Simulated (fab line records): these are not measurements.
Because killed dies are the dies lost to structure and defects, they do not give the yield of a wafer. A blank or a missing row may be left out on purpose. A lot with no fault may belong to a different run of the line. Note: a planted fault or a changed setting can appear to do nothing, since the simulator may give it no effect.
2 desks looking at one fault -- flow gf180mcu -- each desk holds nothing but its own numbers, with what lay behind them at the end

== AT THE METROLOGY DESK ==
What the gauges read for every lot (on any tool): the sampled wafers with a number, averaged. The brackets show how far a lot's mean lies from the usual mean; more than 4 standard deviations puts the lot out of limits, marked OUT.
Columns: A = HV_LDD_4_TW at GF_HV_LDD_TW_MEAS_50, usual 570
lot,first seen here,A
L390,day 12 02:56,568
L391,day 12 17:58,572
L392,day 13 01:55,568
L393,day 13 05:36,572
L394,day 13 18:20,567
L396,day 14 04:05,567
L397,day 14 22:21,568
L398,day 15 00:38,572
L399,day 15 07:20,572
L401,day 16 01:37,568
L409,day 18 20:40,563
L410,day 18 21:51,572
L411,day 19 08:33,569
L412,day 19 18:59,566
This desk found nothing out of limits on any of the 14 lots.

== DESK OF THE TOOL OWNER: implanter-01 ==
For each lot that ran on this tool, the mean over its sampled wafers that have a number, from the tool's own readings at GF_HV_LDD_IMPLANT_36. The brackets show how far a lot's mean lies from the usual mean; more than 4 standard deviations puts the lot out of limits, marked OUT.
Columns: A = doseIonsCm2 at GF_HV_LDD_IMPLANT_36, usual 7.499e+12; B = faradayCurrentUA at GF_HV_LDD_IMPLANT_36, usual 42.4
lot,first seen here,A,B
L390,day 11 07:10,7.493e+12,42.2
L393,day 12 09:33,7.498e+12,43.0
L397,day 14 01:02,7.488e+12,41.4
L398,day 14 02:34,7.507e+12,41.8
L399,day 14 09:44,6.844e+12 (-81) OUT,38.9 (-5.1) OUT
L401,day 15 03:44,6.844e+12 (-81) OUT,38.3 (-6.0) OUT
L409,day 17 21:11,7.488e+12,42.1
Finding of this desk: L399, L401 out of limits; the first was L399 at day 14 09:44, on doseIonsCm2 at GF_HV_LDD_IMPLANT_36. Within limits: L390, L393, L397, L398, L409.

== PUT TOGETHER ==
At day 14 09:44, on L399, L401, the tool owner's desk was in a position to raise an alarm.
The metrology desk saw nothing out of limits.
The metrology desk holds a record of L399, L401, inside its limits.
All the named lots went through GF_HV_LDD_IMPLANT_36 on implanter-01.

== WHAT WAS PUT IN BY THE SIMULATOR ==
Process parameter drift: implanter-01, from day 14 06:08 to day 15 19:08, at GF_HV_LDD_IMPLANT_36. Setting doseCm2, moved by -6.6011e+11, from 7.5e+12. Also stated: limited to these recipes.
Lots struck among those shown: L399, L401.
Hours from the fault's start to each desk's first reading out of limits: the tool owner's desk, 4.
